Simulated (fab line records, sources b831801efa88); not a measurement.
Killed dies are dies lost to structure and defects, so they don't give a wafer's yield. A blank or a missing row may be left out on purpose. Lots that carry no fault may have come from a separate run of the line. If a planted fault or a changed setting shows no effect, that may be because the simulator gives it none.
Struck lot and sound lot, side by side    flow sky130    29 steps out of a route of 708
Sound: wafers L813.3, L813.5, L813.6. The struck wafers were L817.4, L817.5, L817.6. The cause is given at the end.
Each step with rows lists, per side, the tool, then ch with its chambers, then its first start. Under that, the readings that differ: sound wafers    struck wafers    difference of the means    sigmas: that difference in standard deviations of wafers without a fault.
alike: readings whose means differ by less than 2 such deviations, and words and numbers that are the same on both sides. not compared: withheld readings, readings that some wafer has no value for, bounds like >300 that may hide the same value, and numbers for which the record gives no deviation and whose values overlap.
Wherever a step has rows on one side only, a row that says differs or no value, or a row with sigmas, the two part there. Non-overlapping numbers with no deviation appear without sigmas and do not part them. A reading missing from all wafers of one side parts the sides only when that side holds two or more wafers.

first, 3 steps without rows for these wafers: SKY_METAL1_EXPOSE_12 (exposes mask MM1, target cd 140 nm); SKY_METAL1_PEB_13; SKY_METAL1_DEVELOP_14 (develop time 60 s).
SKY_METAL1_CD_MEAS_15: target cd 140 nm.
  sound on cd sem-01, day 36 05:16; struck on cd sem-02, day 36 13:06
  alike: cd nm
SKY_METAL1_OVL_MEAS_16:
  sound on overlay-01, day 36 05:22; struck on overlay-02, day 36 13:11
  alike: METAL1_OVL
SKY_METAL1_DESCUM_17: chemistry O2, time 8 s.
  sound on rie metal-02 ch 0,1, day 36 05:23; struck on rie metal-02 ch 0,1, day 36 13:13
  alike: drypump motor current A, he backside leak sccm, oes product au
  not compared: rf hours counter h
SKY_METAL1_ETCH_18: etches BARC in N2/H2, stops on SiO2, time 45.9 s, target depth 60 nm.
  sound on rie metal-02 ch 0,1, day 36 05:26; struck on rie metal-02 ch 0,1, day 36 13:15
  alike: drypump motor current A, he backside leak sccm, oes product au, throttle valve pct
  not compared: rf hours counter h
then, 1 step without rows for these wafers: SKY_METAL1_METAL_ETCH_19 (etches the open film in Cl2/BCl3, stops on SiO2, target depth 360 nm, time 78 s).
SKY_METAL1_STRIP_20: strips in O2/N2.
  sound on plasma asher-03 ch 0,1, day 36 05:36; struck on plasma asher-03 ch 0,1, day 36 13:25
reading                       sound           struck          difference  sigmas
strip time to endpoint s (s)  2.72 2.72 2.69  2.67 2.65 2.63  -0.06       -2
  alike: drypump motor current A, oes product au
  not compared: rf hours counter h
then, 3 steps without rows for these wafers: SKY_METAL1_STRIP_21 (strips in post etch residue remover, time 1200 s); SKY_METAL1_CLEAN_22 (cleans in IPA, time 180 s); SKY_METAL1_CLEAN_23 (cleans in O3/DIW).
SKY_VIA1_HDPCVD_00: deposits SiO2, target thk 1030 nm, time 171.7 s.
  sound on hdpcvd-02 ch 0,2, day 36 06:10; struck on hdpcvd-01 ch 0,1,2, day 36 14:02
  alike: pressure mtorr, sih4 flow sccm
SKY_VIA1_THK_MEAS_01:
  sound on film metro-01, day 36 06:17; struck on film metro-04, day 36 14:07
reading               sound           struck       difference  sigmas
VIA1_HDPCVD_THK (nm)  1042 1037 1038  890 886 882  -153        -15
SKY_VIA1_CMP_02: polishes SiO2.
  sound on cmp-01 ch 0,1, day 36 06:23; struck on cmp-01 ch 0,1, day 36 14:08
  alike: motor current A
SKY_VIA1_BOW_MEAS_03:
  sound on film metro-04, day 36 06:40; struck on film metro-04, day 36 14:30
reading        sound      struck    difference  sigmas
VIA1_BOW (um)  84 85 103  77 74 69  -17         -3
then, 8 steps without rows for these wafers: SKY_VIA1_DEHYDRATE_04 (time 60 s); SKY_VIA1_HMDS_05 (prime time 60 s); SKY_VIA1_COAT_06 (resist thk 60 nm); SKY_VIA1_COAT_07 (resist thk 450 nm); SKY_VIA1_SOFTBAKE_08 (time 90 s); SKY_VIA1_EXPOSE_09 (exposes mask VIM, target cd 150 nm); SKY_VIA1_PEB_10; SKY_VIA1_DEVELOP_11 (develop time 60 s).
SKY_VIA1_CD_MEAS_12: target cd 150 nm.
  sound on cd sem-01, day 37 08:32; struck on cd sem-01, day 37 16:45
  alike: cd nm
SKY_VIA1_OVL_MEAS_13:
  sound on overlay-01, day 37 08:37; struck on overlay-02, day 37 16:50
  alike: VIA1_OVL
then, 1 step without rows for these wafers: SKY_VIA1_ETCH_14 (etches BARC in N2/H2, stops on SiO2, time 45.9 s, target depth 60 nm).
SKY_VIA1_ETCH_15: etches SiO2 in C4F8/O2/Ar, stops on TiN, target depth 351 nm, time 54 s.
  sound on rie diel-04 ch 1,3, day 37 08:41; struck on rie diel-04 ch 1,2, day 37 16:53
reading                sound              struck             difference  sigmas
oes product au (a.u.)  0.975 0.977 0.981  0.742 0.738 0.734  -0.240      -46
  not compared: rf hours counter h
SKY_VIA1_STRIP_16: strips in O2/N2.
  sound on plasma asher-01 ch 0,1, day 37 08:46; struck on plasma asher-04 ch 0,1, day 37 16:58
  alike: drypump motor current A, oes product au, strip time to endpoint s
  not compared: rf hours counter h

WHERE THEY PART
At SKY_METAL1_STRIP_20 first; at SKY_VIA1_ETCH_15 last (within this record only). Later steps at which nothing parts them and some readings are alike: SKY_VIA1_STRIP_16.

WHY: whatever the simulator had introduced
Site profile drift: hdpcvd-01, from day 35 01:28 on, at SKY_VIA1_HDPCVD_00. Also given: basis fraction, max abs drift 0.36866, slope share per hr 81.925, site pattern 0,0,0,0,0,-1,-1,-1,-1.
